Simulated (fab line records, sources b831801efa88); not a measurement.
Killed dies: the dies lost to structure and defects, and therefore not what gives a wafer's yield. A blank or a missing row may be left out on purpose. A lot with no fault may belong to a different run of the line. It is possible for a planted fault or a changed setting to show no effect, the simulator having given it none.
Matching of chambers || flow gf180mcu || pecvd-01 running GF_V3_CVD_02: 3 sister chambers
The step deposits SiO2 from TEOS, target thk 850 nm, time 94.851 s. 16 wafers are shown with their chamber, then 8 later ones without.

## WAFERS WITH THEIR CHAMBER
{"wafer": "L078.1", "chamber": 0, "heater-power-w (W)": 738}
{"wafer": "L078.2", "chamber": 2, "heater-power-w (W)": 612}
{"wafer": "L078.5", "chamber": 1, "heater-power-w (W)": 849}
{"wafer": "L082.1", "chamber": 0, "heater-power-w (W)": 688}
{"wafer": "L082.4", "chamber": 0, "heater-power-w (W)": 732}
{"wafer": "L082.5", "chamber": 1, "heater-power-w (W)": 678}
{"wafer": "L084.2", "chamber": 2, "heater-power-w (W)": 505}
{"wafer": "L084.3", "chamber": 1, "heater-power-w (W)": 713}
{"wafer": "L084.5", "chamber": 0, "heater-power-w (W)": 724}
{"wafer": "L086.1", "chamber": 0, "heater-power-w (W)": 678}
{"wafer": "L086.3", "chamber": 1, "heater-power-w (W)": 784}
{"wafer": "L086.5", "chamber": 1, "heater-power-w (W)": 809}
{"wafer": "L087.2", "chamber": 1, "heater-power-w (W)": 818}
{"wafer": "L087.3", "chamber": 0, "heater-power-w (W)": 675}
{"wafer": "L087.5", "chamber": 0, "heater-power-w (W)": 718}
{"wafer": "L089.1", "chamber": 1, "heater-power-w (W)": 713}

SIGNATURES (averages over the wafers above)
{"reading": "heater-power-w", "chamber 0": 707.57, "chamber 1": 766.29, "chamber 2": 558.50, "scatter within a chamber": 51.9}
Rule: a wafer's distance from a chamber is the root of the sum, over the readings, of the square of ((its reading less the chamber's mean) divided by the reading's scatter). If the next closest chamber is less than 2 further off than the closest, the wafer can't be placed; otherwise it belongs to the closest. The scatter is the square root of a quotient: the sum, over the shown wafers, of each reading's squared deviation from its chamber's mean, divided by wafers minus chambers.

## WAFERS WITH NO CHAMBER GIVEN
{"wafer": "L089.4", "heater-power-w (W)": 733}
{"wafer": "L089.6", "heater-power-w (W)": 761}
{"wafer": "L093.1", "heater-power-w (W)": 687}
{"wafer": "L093.4", "heater-power-w (W)": 609}
{"wafer": "L093.5", "heater-power-w (W)": 670}
{"wafer": "L097.2", "heater-power-w (W)": 743}
{"wafer": "L097.4", "heater-power-w (W)": 811}
{"wafer": "L097.5", "heater-power-w (W)": 592}

## EACH ONE'S CHAMBER
{"wafer": "L089.4", "from the rows above": "can't be placed: 0 or 1", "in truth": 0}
{"wafer": "L089.6", "from the rows above": "can't be placed: 1 or 0", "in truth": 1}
{"wafer": "L093.1", "from the rows above": "can't be placed: 0 or 1", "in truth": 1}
{"wafer": "L093.4", "from the rows above": "can't be placed: 2 or 0", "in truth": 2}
{"wafer": "L093.5", "from the rows above": "can't be placed: 0 or 1 or 2", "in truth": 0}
{"wafer": "L097.2", "from the rows above": "can't be placed: 1 or 0", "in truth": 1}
{"wafer": "L097.4", "from the rows above": "can't be placed: 1 or 0", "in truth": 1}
{"wafer": "L097.5", "from the rows above": "can't be placed: 2 or 0", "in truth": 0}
Correctly placed: 0 of 8. Not placeable from these rows: 8 (in 8, the candidates include the true chamber). 0 placed wrongly.
